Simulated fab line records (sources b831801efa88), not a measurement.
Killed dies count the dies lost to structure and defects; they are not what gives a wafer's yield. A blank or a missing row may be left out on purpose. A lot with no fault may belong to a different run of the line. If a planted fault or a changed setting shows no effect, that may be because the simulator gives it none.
8D (eight disciplines) problem report, filled in by code || flow sfqLine || the parts of the form that need people (team, actions taken, sign-off) are left out

## 1. WHAT IS WRONG
Wafers free of any fault read 0.891 ohm/sq (standard deviation 0.0071) for M7_NB_RS at SFQ_M7_RS_MEAS_943, against a mean of 0.846 ohm/sq on 2 wafers of 2 lots. That is -6.3 standard deviations from the usual mean.
The step: measures by four-point-probe.
Earliest sighting: wafer L894.2 on filmMetro-03 at day 81 19:50. The record holds 42 wafers of 14 lots with a number at this step. The rule behind "out" and "out of limits": a value lying over 4 standard deviations away from the usual mean. The rest of the wafers with a number are treated as sound.

## 2. WHAT IT IS, AND WHAT IT ISN'T
{"question": "which readings at this step", "is": "M7_NB_RS", "is not": "-"}
{"question": "which lots", "is": "L894, L896", "is not": "L876, L877, L880, L882, L883, L884, L885, L886, L888, L890, L891, L895"}
{"question": "which wafers of those lots", "is": "L894.2, L896.1", "is not": "L894.3, L894.4, L896.3, L896.4"}
{"question": "read on which gauges", "is": "filmMetro-01, filmMetro-03", "is not": "filmMetro-04"}
{"question": "when", "is": "from day 81 19:50", "is not": "up to then (35 sound wafers); but 5 sound wafers of L895, L896 came after"}

## 3. SUSPECTS, AND WHAT RULES EACH OUT
Counting: any tool at a process step up to the reading remains a suspect provided it ran every lot that is out. Sound lots after the first of them don't rule it out here, since some wafers of a struck lot are sound.
- ruled out: the gauge at SFQ_M7_RS_MEAS_943. Those wafers that are out were read across 2 gauges (filmMetro-01, filmMetro-03).
- rieDiel-03 at SFQ_TRILAYER_C5_ETCH_VIA_ETCH_154 (etches SiO2 in CHF3, stops on Nb, target depth 84 nm): kept. It ran every lot that is out, first L894 (day 77 03:04); its last sound lot up to then is L890 (day 76 05:41).
- pvdSputter-05 at SFQ_TRILAYER_M7_DEP_SPUTTER_175 (material Nb, target thk 200 nm, time 133.3 s): kept. It ran every lot that is out, first L894 (day 81 19:44); its last sound lot up to then is L891 (day 81 07:08). Out on those wafers are its own readings of cathodeDcPowerW.
- Within rieDiel-03 at SFQ_TRILAYER_C5_ETCH_VIA_ETCH_154: the wafers that are out ran in chamber 2; their sound lot-mates ran in chambers 0, 1, 3.
After counting, rieDiel-03 at SFQ_TRILAYER_C5_ETCH_VIA_ETCH_154 and pvdSputter-05 at SFQ_TRILAYER_M7_DEP_SPUTTER_175 remain.

## 4. THE CAUSE (what the simulator had put in)
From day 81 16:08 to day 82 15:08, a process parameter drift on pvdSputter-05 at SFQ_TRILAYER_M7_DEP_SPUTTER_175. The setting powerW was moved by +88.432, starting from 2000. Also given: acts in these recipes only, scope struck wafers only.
This tool is one of the 2 suspects left after counting.

## 5. THE CHAIN OF EFFECTS, in route order
Each row: a reading where the mean over the struck wafers with a number is more than 3 standard deviations away from the usual. Only readings whose record carries a usual standard deviation are examined. hours: median over the lots of the time between each lot's start at the first step of this table that gives one and its start at this step. sigmas: the change, counted in usual standard deviations.
{"hours": 0, "step": "SFQ_TRILAYER_M7_DEP_SPUTTER_175", "reading": "cathodeDcPowerW", "usual": "2000.1 W", "on struck wafers": 2088.8, "change": "+88.7", "sigmas": "+99 or more"}
{"hours": 0, "step": "SFQ_M7_RS_MEAS_943", "reading": "M7_NB_RS", "usual": "0.891 ohm/sq", "on struck wafers": 0.846, "change": -0.045, "sigmas": -6.3}
{"hours": 5, "step": "SFQ_TRILAYER_M7_ETCH_METAL_ETCH_180", "reading": "oesProductAu", "usual": "0.894 a.u.", "on struck wafers": 0.921, "change": "+0.027", "sigmas": "+4.6"}
It contains these process steps:
- SFQ_TRILAYER_M7_DEP_SPUTTER_175: material Nb, target thk 200 nm, time 133.3 s.
- SFQ_TRILAYER_M7_ETCH_METAL_ETCH_180: etches Nb in Cl2/Ar, stops on SiO2, target depth 240 nm, time 120 s.

## 6. HOW IT WOULD HAVE BEEN CAUGHT EARLIER
In this record the first reading out of limits at a measuring or inspecting step was taken at day 81 19:50, 4 hours after the fault began at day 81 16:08.
The tool's own readings at SFQ_TRILAYER_M7_DEP_SPUTTER_175 were out on every struck wafer that the step has a row for (cathodeDcPowerW): an alarm limit on them would have fired on the first of those.
Among the 2 lots that are out, L896 began SFQ_TRILAYER_M7_DEP_SPUTTER_175 on pvdSputter-05 after day 81 19:50. Holding the tool at that time would have saved it.
